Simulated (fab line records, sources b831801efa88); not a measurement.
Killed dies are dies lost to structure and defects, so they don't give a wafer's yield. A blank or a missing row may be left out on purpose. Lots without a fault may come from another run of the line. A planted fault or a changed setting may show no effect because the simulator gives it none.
Which tool did it? | flow sky130 | 24 lots, 72 wafers sampled, at 6 steps of a route of 708

WHAT THE GAUGES READ, wafer by wafer
SKY_POLY_GATE_OVL_MEAS_14.
lot  | measured     | on         | POLY_GATE_OVL (nm)
L074 | day 16 06:43 | overlay-01 | 0 4 0
L075 | day 16 14:43 | overlay-02 | -11 -7 -14
L076 | day 17 05:14 | overlay-01 | 4 1 3
L077 | day 17 08:24 | overlay-02 | 4 8 1
L079 | day 18 09:37 | overlay-02 | 2 -10 -6
L078 | day 18 10:07 | overlay-01 | 3 0 7
L080 | day 18 16:52 | overlay-01 | 0 -4 1
L081 | day 19 02:16 | overlay-01 | -9 -5 -8
L082 | day 19 11:49 | overlay-01 | -1 0 3
L083 | day 20 06:55 | overlay-01 | -4 -3 -1
L085 | day 20 10:04 | overlay-01 | 0 -4 0
L084 | day 20 13:01 | overlay-01 | 0 -1 -1
L086 | day 20 15:34 | overlay-01 | 6 8 4
L087 | day 21 08:12 | overlay-01 | 1 0 -1
L088 | day 21 18:17 | overlay-01 | 6 13 5
L089 | day 22 08:15 | overlay-01 | 1 -4 -8
L090 | day 22 10:46 | overlay-01 | 1 1 6
L091 | day 22 22:37 | overlay-01 | -7 1 -14
L092 | day 23 04:07 | overlay-01 | -1 -3 -1
L093 | day 23 07:21 | overlay-02 | -3 -8 -6
L094 | day 23 14:04 | overlay-01 | 6 8 2
L095 | day 23 17:33 | overlay-02 | -3 2 3
L096 | day 24 08:03 | overlay-01 | 9 -2 10
L097 | day 24 20:34 | overlay-02 | -4 -8 -9

SKY_SD_P_TW_MEAS_11.
lot  | measured     | on            | SD_P_TW
L074 | day 25 08:27 | film_metro-02 | 2795 2794 2807
L075 | day 25 13:35 | film_metro-02 | 2779 2803 2801
L076 | day 26 06:44 | film_metro-03 | 2797 2820 2802
L077 | day 26 11:14 | film_metro-02 | 2812 2805 2821
L079 | day 27 12:37 | film_metro-03 | 2819 2799 2800
L078 | day 27 11:02 | film_metro-03 | 2804 2808 2810
L080 | day 27 16:33 | film_metro-04 | 2811 2823 2836
L081 | day 27 23:46 | film_metro-02 | 2804 2804 2803
L082 | day 28 14:23 | film_metro-03 | 2782 2797 2796
L083 | day 29 03:08 | film_metro-03 | 2826 2801 2806
L085 | day 29 11:06 | film_metro-04 | 2820 2819 2834
L084 | day 29 11:07 | film_metro-03 | 2814 2812 2807
L086 | day 29 15:00 | film_metro-03 | 2812 2803 2810
L087 | day 30 05:03 | film_metro-03 | 2806 2789 2816
L088 | day 30 13:28 | film_metro-03 | 2815 2799 2809
L089 | day 30 23:31 | film_metro-03 | 2811 2809 2819
L090 | day 31 05:06 | film_metro-03 | 2812 2807 2796
L091 | day 31 11:30 | film_metro-03 | 2799 2785 2809
L092 | day 31 18:44 | film_metro-04 | 2836 2850 2824
L093 | day 31 20:58 | film_metro-03 | 2809 2830 2800
L094 | day 32 00:21 | film_metro-04 | 2856 2865 2867
L095 | day 32 07:15 | film_metro-02 | 2788 2794 2794
L096 | day 32 20:40 | film_metro-02 | 2798 2805 2805
L097 | day 33 12:25 | film_metro-04 | 2848 2856 2846

SKY_VIA3_CD_MEAS_12: target cd 200 nm.
lot  | measured     | on        | cd_nm (nm)
L074 | day 39 13:54 | cd_sem-01 | 203.2 202.9 202.9
L075 | day 39 15:05 | cd_sem-02 | 200.4 200.9 199.9
L076 | day 40 09:13 | cd_sem-01 | 203.1 202.5 202.8
L077 | day 40 12:01 | cd_sem-01 | 199.9 200.1 199.9
L079 | day 41 08:56 | cd_sem-02 | 200.6 200.2 199.1
L078 | day 41 07:29 | cd_sem-01 | 199.8 201.1 200.2
L080 | day 41 13:08 | cd_sem-02 | 197.8 196.5 199.0
L081 | day 41 17:54 | cd_sem-01 | 198.3 198.3 200.0
L082 | day 42 04:03 | cd_sem-02 | 200.0 200.6 200.1
L083 | day 42 17:23 | cd_sem-01 | 199.3 199.5 199.1
L085 | day 43 00:04 | cd_sem-01 | 201.1 199.5 201.1
L084 | day 43 01:18 | cd_sem-02 | 198.9 199.8 199.1
L086 | day 43 01:23 | cd_sem-01 | 198.4 200.0 198.7
L087 | day 43 16:11 | cd_sem-01 | 201.2 201.1 200.4
L088 | day 43 22:31 | cd_sem-01 | 200.2 200.5 200.0
L089 | day 44 04:10 | cd_sem-02 | 198.9 199.6 199.7
L090 | day 44 10:14 | cd_sem-01 | 199.8 200.2 199.9
L091 | day 44 16:23 | cd_sem-01 | 198.7 199.7 198.4
L092 | day 44 21:19 | cd_sem-02 | 200.0 200.3 199.6
L093 | day 45 00:09 | cd_sem-01 | 200.7 201.9 200.1
L094 | day 45 02:52 | cd_sem-01 | 199.6 200.4 200.0
L095 | day 45 05:46 | cd_sem-02 | 198.0 198.0 198.3
L096 | day 45 17:33 | cd_sem-01 | 200.0 199.8 200.0
L097 | day 46 05:31 | cd_sem-02 | 199.7 200.3 200.7

SKY_PAD_OPEN_BOW_MEAS_13.
lot  | measured     | on            | PAD_OPEN_BOW (um)
L074 | day 45 16:55 | film_metro-01 | 73 56 54
L075 | day 45 18:28 | film_metro-03 | 53 67 65
L076 | day 46 08:21 | film_metro-03 | 48 57 49
L077 | day 46 10:56 | film_metro-03 | 47 46 44
L079 | day 47 05:01 | film_metro-03 | 58 51 58
L078 | day 47 03:29 | film_metro-01 | 42 42 46
L080 | day 47 09:05 | film_metro-04 | 60 58 56
L081 | day 47 12:35 | film_metro-01 | 50 63 33
L082 | day 47 21:20 | film_metro-03 | 55 49 57
L083 | day 48 09:22 | film_metro-03 | 61 57 44
L085 | day 48 14:02 | film_metro-03 | 59 52 53
L084 | day 48 15:53 | film_metro-04 | 48 41 45
L086 | day 48 16:14 | film_metro-04 | 51 46 38
L087 | day 49 02:13 | film_metro-04 | 62 64 69
L088 | day 49 07:47 | film_metro-03 | 45 45 51
L089 | day 49 13:11 | film_metro-04 | 55 47 56
L090 | day 49 18:30 | film_metro-01 | 48 48 51
L091 | day 49 21:08 | film_metro-04 | 51 61 67
L092 | day 50 01:56 | film_metro-04 | 48 43 27
L093 | day 50 03:58 | film_metro-01 | 48 48 50
L094 | day 50 06:29 | film_metro-01 | 38 40 38
L095 | day 50 08:26 | film_metro-03 | 61 49 43
L096 | day 50 16:22 | film_metro-03 | 36 37 40
L097 | day 51 01:18 | film_metro-03 | 37 32 38

WHICH TOOL RAN EACH LOT (tool, then ch and the chambers of the sampled wafers, then the start)
lot  | SKY_LI_CONTACT_SPUTTER_19    | SKY_METAL5_STRIP_16
L074 | pvd_sputter-04, day 29 00:59 | plasma_asher-03 ch 0,1, day 43 18:31
L075 | pvd_sputter-02, day 29 05:40 | plasma_asher-01 ch 0,1, day 43 19:07
L076 | pvd_sputter-03, day 29 23:02 | plasma_asher-04 ch 0,1, day 44 11:05
L077 | pvd_sputter-04, day 30 02:28 | plasma_asher-03 ch 0,1, day 44 13:25
L079 | pvd_sputter-03, day 31 03:56 | plasma_asher-04 ch 0,1, day 45 08:30
L078 | pvd_sputter-02, day 31 01:02 | plasma_asher-01 ch 0,1, day 45 07:07
L080 | pvd_sputter-03, day 31 07:25 | plasma_asher-03 ch 0,1, day 45 13:25
L081 | pvd_sputter-04, day 31 13:39 | plasma_asher-04 ch 0,1, day 45 17:20
L082 | pvd_sputter-03, day 32 04:44 | plasma_asher-04 ch 0,1, day 46 01:44
L083 | pvd_sputter-02, day 32 15:28 | plasma_asher-03 ch 0,1, day 46 15:09
L085 | pvd_sputter-04, day 32 23:38 | plasma_asher-03 ch 0,1, day 46 19:52
L084 | pvd_sputter-02, day 33 01:25 | plasma_asher-04 ch 0,1, day 46 21:19
L086 | pvd_sputter-03, day 33 02:20 | plasma_asher-01 ch 1, day 46 21:35
L087 | pvd_sputter-04, day 33 17:26 | plasma_asher-04 ch 0,1, day 47 09:18
L088 | pvd_sputter-04, day 34 01:07 | plasma_asher-01 ch 0,1, day 47 15:42
L089 | pvd_sputter-03, day 34 10:59 | plasma_asher-03 ch 0,1, day 47 21:18
L090 | pvd_sputter-02, day 34 16:32 | plasma_asher-04 ch 1, day 48 02:48
L091 | pvd_sputter-03, day 34 22:17 | plasma_asher-04 ch 0,1, day 48 06:11
L092 | pvd_sputter-03, day 35 05:07 | plasma_asher-04 ch 0,1, day 48 11:44
L093 | pvd_sputter-04, day 35 07:47 | plasma_asher-03 ch 0,1, day 48 14:40
L094 | pvd_sputter-03, day 35 10:13 | plasma_asher-04 ch 0,1, day 48 16:16
L095 | pvd_sputter-03, day 35 17:16 | plasma_asher-04 ch 0,1, day 48 19:17
L096 | pvd_sputter-04, day 36 04:59 | plasma_asher-01 ch 0,1, day 49 04:40
L097 | pvd_sputter-03, day 36 21:53 | plasma_asher-01 ch 0,1, day 49 15:10
- SKY_LI_CONTACT_SPUTTER_19: material Ti, target thk 20 nm, time 106.37 s.
- SKY_METAL5_STRIP_16: strips in O2/N2.

WHAT THE TOOLS THEMSELVES READ (means of the sampled wafers that have a number; where no wafer has one, the mark that the record gives instead)
SKY_LI_CONTACT_SPUTTER_19.
lot  | tool           | throttle_valve_pct (%)
L074 | pvd_sputter-04 | 29.8
L075 | pvd_sputter-02 | 30.0
L076 | pvd_sputter-03 | 31.0
L077 | pvd_sputter-04 | 29.7
L079 | pvd_sputter-03 | 29.5
L078 | pvd_sputter-02 | 30.0
L080 | pvd_sputter-03 | 30.8
L081 | pvd_sputter-04 | 29.9
L082 | pvd_sputter-03 | 30.2
L083 | pvd_sputter-02 | 30.4
L085 | pvd_sputter-04 | 29.6
L084 | pvd_sputter-02 | 30.0
L086 | pvd_sputter-03 | 30.3
L087 | pvd_sputter-04 | 29.5
L088 | pvd_sputter-04 | 29.6
L089 | pvd_sputter-03 | 30.2
L090 | pvd_sputter-02 | 30.4
L091 | pvd_sputter-03 | 30.8
L092 | pvd_sputter-03 | 30.1
L093 | pvd_sputter-04 | 29.9
L094 | pvd_sputter-03 | 30.7
L095 | pvd_sputter-03 | 31.0
L096 | pvd_sputter-04 | 29.5
L097 | pvd_sputter-03 | 31.5

SKY_METAL5_STRIP_16.
lot  | tool            | drypump_motor_current_A (A) | oes_product_au (a.u.) | strip_time_to_endpoint_s (s)
L074 | plasma_asher-03 | 5.7                         | 0.709                 | 12.88
L075 | plasma_asher-01 | 5.8                         | 0.713                 | 13.31
L076 | plasma_asher-04 | 6.4                         | 0.709                 | 12.94
L077 | plasma_asher-03 | 5.6                         | 0.712                 | 12.87
L079 | plasma_asher-04 | 6.4                         | 0.714                 | 13.18
L078 | plasma_asher-01 | 5.8                         | 0.706                 | 13.11
L080 | plasma_asher-03 | 5.6                         | 0.710                 | 13.08
L081 | plasma_asher-04 | 6.3                         | 0.710                 | 13.20
L082 | plasma_asher-04 | 6.3                         | 0.714                 | 12.97
L083 | plasma_asher-03 | 5.6                         | 0.711                 | 13.05
L085 | plasma_asher-03 | 5.6                         | 0.710                 | 13.22
L084 | plasma_asher-04 | 6.3                         | 0.707                 | 13.16
L086 | plasma_asher-01 | 6.2                         | 0.712                 | 13.17
L087 | plasma_asher-04 | 6.4                         | 0.710                 | 13.12
L088 | plasma_asher-01 | 5.3                         | 0.709                 | 13.29
L089 | plasma_asher-03 | 5.6                         | 0.709                 | 13.08
L090 | plasma_asher-04 | 6.2                         | 0.714                 | 13.05
L091 | plasma_asher-04 | 6.4                         | 0.711                 | 13.02
L092 | plasma_asher-04 | 6.3                         | 0.709                 | 12.98
L093 | plasma_asher-03 | 5.6                         | 0.705                 | 13.01
L094 | plasma_asher-04 | 6.3                         | 0.713                 | 12.97
L095 | plasma_asher-04 | 6.4                         | 0.711                 | 12.92
L096 | plasma_asher-01 | 5.3                         | 0.707                 | 13.02
L097 | plasma_asher-01 | 5.7                         | 0.713                 | 13.24

THE ANSWER, worked out from the rows above alone
Rule: what is usual is taken from the lots themselves. Put in order of their means at a reading, lots are off if they are a third of the lots or fewer, leave a main group of 4 or more, and stand apart from it by a gap of 3 or more times the standard deviation of the main group's means; of several such gaps the widest counts. A main group whose means are all the same, to the digits that the tables above print for the reading, isn't used. A lot without any number at a reading at which 4 lots or more have one is off too. The other lots that the step has rows for count as sound. The gauges are gone through in route order, then the tools' own readings, and for those a lot's mean is taken as printed above. The first step at which some lot is off is used, and at that step the reading that is off furthest; a lot without a number counts as furthest.
No lot is off at any reading shown: from this, nothing can be told.

WHAT THE SIMULATOR HAD PUT IN
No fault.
